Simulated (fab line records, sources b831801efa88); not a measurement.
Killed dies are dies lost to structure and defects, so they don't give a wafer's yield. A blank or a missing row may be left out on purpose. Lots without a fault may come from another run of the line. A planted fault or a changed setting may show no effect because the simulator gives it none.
Which tool did it? | flow gf180mcu | 14 lots, 42 wafers sampled, at 5 steps of a route of 602

WHAT THE GAUGES READ, wafer by wafer
GF_VT_IMPLANT_RS_MEAS_48: measures by four-point-probe.
lot  | measured     | on            | LVPWELL_RS (ohm/sq)
L749 | day 7 22:29  | film_metro-03 | 1197.9 1199.8 1198.4
L750 | day 8 10:00  | film_metro-03 | 1199.5 1200.7 1201.0
L752 | day 9 05:09  | film_metro-03 | 1197.5 1194.1 1197.3
L751 | day 9 05:15  | film_metro-02 | 1196.6 1201.2 1193.4
L754 | day 9 20:06  | film_metro-03 | 1197.3 1203.4 1198.8
L756 | day 10 13:41 | film_metro-02 | 1195.7 1196.5 1196.3
L758 | day 10 20:13 | film_metro-03 | 1199.2 1198.9 1198.0
L759 | day 11 07:47 | film_metro-03 | 1194.1 1195.8 1199.6
L761 | day 11 14:59 | film_metro-02 | 1197.3 1200.9 1196.0
L762 | day 11 22:56 | film_metro-03 | 1199.5 1198.5 1198.1
L763 | day 12 05:04 | film_metro-04 | 1199.1 1198.9 1197.8
L764 | day 12 08:40 | film_metro-02 | 1200.3 1196.7 1198.9
L769 | day 13 18:08 | film_metro-02 | 1196.8 1197.8 1200.8
L770 | day 14 04:50 | film_metro-03 | 1193.5 1196.6 1198.1

GF_POLY_GATE_THK_MEAS_01.
lot  | measured     | on            | POLY_GATE_CVD_00_THK (nm)
L749 | day 8 22:24  | film_metro-01 | 197.4 197.0 196.6
L750 | day 9 09:54  | film_metro-01 | 199.3 199.1 198.0
L752 | day 10 04:22 | film_metro-03 | 200.4 200.3 200.9
L751 | day 10 06:09 | film_metro-01 | 197.6 196.5 199.2
L754 | day 10 19:04 | film_metro-03 | 197.9 197.8 196.4
L756 | day 11 15:50 | film_metro-03 | 195.9 198.1 198.2
L758 | day 12 00:18 | film_metro-01 | 199.2 197.8 198.2
L759 | day 12 12:41 | film_metro-03 | 199.9 199.4 200.4
L761 | day 12 18:52 | film_metro-03 | 199.5 196.7 199.1
L762 | day 13 01:33 | film_metro-04 | 196.8 196.9 196.5
L763 | day 13 09:22 | film_metro-01 | 199.8 198.7 199.9
L764 | day 13 09:45 | film_metro-04 | 198.3 200.1 198.8
L769 | day 14 20:41 | film_metro-01 | 199.8 200.6 201.1
L770 | day 15 08:05 | film_metro-04 | 198.1 198.0 199.1

GF_HV_LDD_CD_MEAS_07: target cd 400 nm.
lot  | measured     | on        | cd_nm (nm)
L749 | day 10 11:18 | cd_sem-02 | 400.4 400.2 400.6
L750 | day 11 02:09 | cd_sem-02 | 401.3 399.1 402.1
L752 | day 11 19:14 | cd_sem-02 | 400.9 403.5 403.2
L751 | day 11 21:48 | cd_sem-01 | 399.5 400.8 399.2
L754 | day 12 10:06 | cd_sem-02 | 401.1 402.2 401.0
L756 | day 13 10:35 | cd_sem-02 | 401.2 405.3 403.0
L758 | day 13 18:02 | cd_sem-02 | 403.0 405.1 403.1
L759 | day 14 06:47 | cd_sem-01 | 400.1 402.2 400.4
L761 | day 14 13:48 | cd_sem-01 | 399.6 255.4 258.0
L762 | day 14 20:33 | cd_sem-02 | 397.8 400.3 257.3
L763 | day 15 05:32 | cd_sem-02 | 402.8 401.1 404.2
L764 | day 15 05:50 | cd_sem-01 | 400.6 398.8 400.3
L769 | day 16 18:37 | cd_sem-02 | 402.7 404.2 401.9
L770 | day 17 07:11 | cd_sem-02 | 401.5 401.8 400.7

WHICH TOOL RAN EACH LOT (tool, then ch and the chambers of the sampled wafers, then the start)
lot  | GF_POLY_GATE_ETCH_13             | GF_HV_LDD_DEVELOP_06
L749 | rie_si-01 ch 0,1,2, day 9 16:07  | litho_track-01 ch 0, day 10 11:09
L750 | rie_si-02 ch 0,2,3, day 10 03:57 | litho_track-01 ch 0, day 11 02:00
L752 | rie_si-01 ch 0,1,3, day 10 22:25 | litho_track-03 ch 0, day 11 19:05
L751 | rie_si-02 ch 1,2, day 11 00:28   | litho_track-01 ch 0, day 11 21:39
L754 | rie_si-02 ch 0,1,2, day 11 14:10 | litho_track-01 ch 0, day 12 09:57
L756 | rie_si-01 ch 1,2,3, day 12 10:40 | litho_track-03 ch 0, day 13 10:26
L758 | rie_si-02 ch 1,2,3, day 12 19:07 | litho_track-02 ch 0, day 13 17:53
L759 | rie_si-01 ch 1,2, day 13 08:48   | litho_track-01 ch 0, day 14 06:39
L761 | rie_si-01 ch 0,1,3, day 13 15:03 | litho_track-01 ch 0, day 14 13:39
L762 | rie_si-02 ch 1,2,3, day 13 22:03 | litho_track-01 ch 0, day 14 20:24
L763 | rie_si-02 ch 0,1,3, day 14 06:10 | litho_track-02 ch 0, day 15 05:23
L764 | rie_si-01 ch 0,3, day 14 06:19   | litho_track-02 ch 0, day 15 05:41
L769 | rie_si-01 ch 0,1,2, day 15 18:40 | litho_track-02 ch 0, day 16 18:28
L770 | rie_si-01 ch 0,1, day 16 06:49   | litho_track-03 ch 0, day 17 07:02
- GF_POLY_GATE_ETCH_13: etches poly-Si in HBr/Cl2, stops on SiO2, target depth 198.5 nm, time 69.6 s.
- GF_HV_LDD_DEVELOP_06: develop time 60 s.

WHAT THE TOOLS THEMSELVES READ (means of the sampled wafers that have a number; where no wafer has one, the mark that the record gives instead)
GF_POLY_GATE_ETCH_13.
lot  | tool      | drypump_motor_current_A (A) | oes_product_au (a.u.) | throttle_valve_pct (%)
L749 | rie_si-01 | 5.63                        | 0.983                 | 33.686
L750 | rie_si-02 | 5.56                        | 0.994                 | 33.685
L752 | rie_si-01 | 5.48                        | 0.994                 | 33.677
L751 | rie_si-02 | 5.59                        | 0.991                 | 33.684
L754 | rie_si-02 | 5.46                        | 0.990                 | 33.682
L756 | rie_si-01 | 5.48                        | 0.983                 | 33.677
L758 | rie_si-02 | 5.66                        | 0.989                 | 33.682
L759 | rie_si-01 | 5.64                        | 0.989                 | 33.680
L761 | rie_si-01 | 5.48                        | 0.994                 | 33.685
L762 | rie_si-02 | 5.65                        | 0.987                 | 33.688
L763 | rie_si-02 | 5.57                        | 0.991                 | 33.678
L764 | rie_si-01 | 5.43                        | 0.993                 | 33.686
L769 | rie_si-01 | 5.62                        | 0.989                 | 33.686
L770 | rie_si-01 | 5.64                        | 0.984                 | 33.687

THE ANSWER, worked out from the rows above alone
Rule: what is usual is taken from the lots themselves. Put in order of their means at a reading, lots are off if they are a third of the lots or fewer, leave a main group of 4 or more, and stand apart from it by a gap of 3 or more times the standard deviation of the main group's means; of several such gaps the widest counts. A main group whose means are all the same, to the digits that the tables above print for the reading, isn't used. A lot without any number at a reading at which 4 lots or more have one is off too. The other lots that the step has rows for count as sound. The gauges are gone through in route order, then the tools' own readings, and for those a lot's mean is taken as printed above. The first step at which some lot is off is used, and at that step the reading that is off furthest; a lot without a number counts as furthest.
Off: L761, L762, at GF_HV_LDD_CD_MEAS_07 (cd_nm). The main group: mean 401.6 nm, standard deviation 1.3.
A tool fits if, at a process step before that reading, it ran every lot that is off, and no sound lot after the first of them. The gauges at GF_HV_LDD_CD_MEAS_07 are tried like those tools. One fits: litho_track-01 at GF_HV_LDD_DEVELOP_06. Its last sound lot is L759 (day 14 06:39), its first lot that is off L761 (day 14 13:39): a fault that began between those two fits.

WHAT THE SIMULATOR HAD PUT IN
Process parameter drift: litho_track-01, from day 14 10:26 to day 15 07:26, at GF_HV_LDD_DEVELOP_06. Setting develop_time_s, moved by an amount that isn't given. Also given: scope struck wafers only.
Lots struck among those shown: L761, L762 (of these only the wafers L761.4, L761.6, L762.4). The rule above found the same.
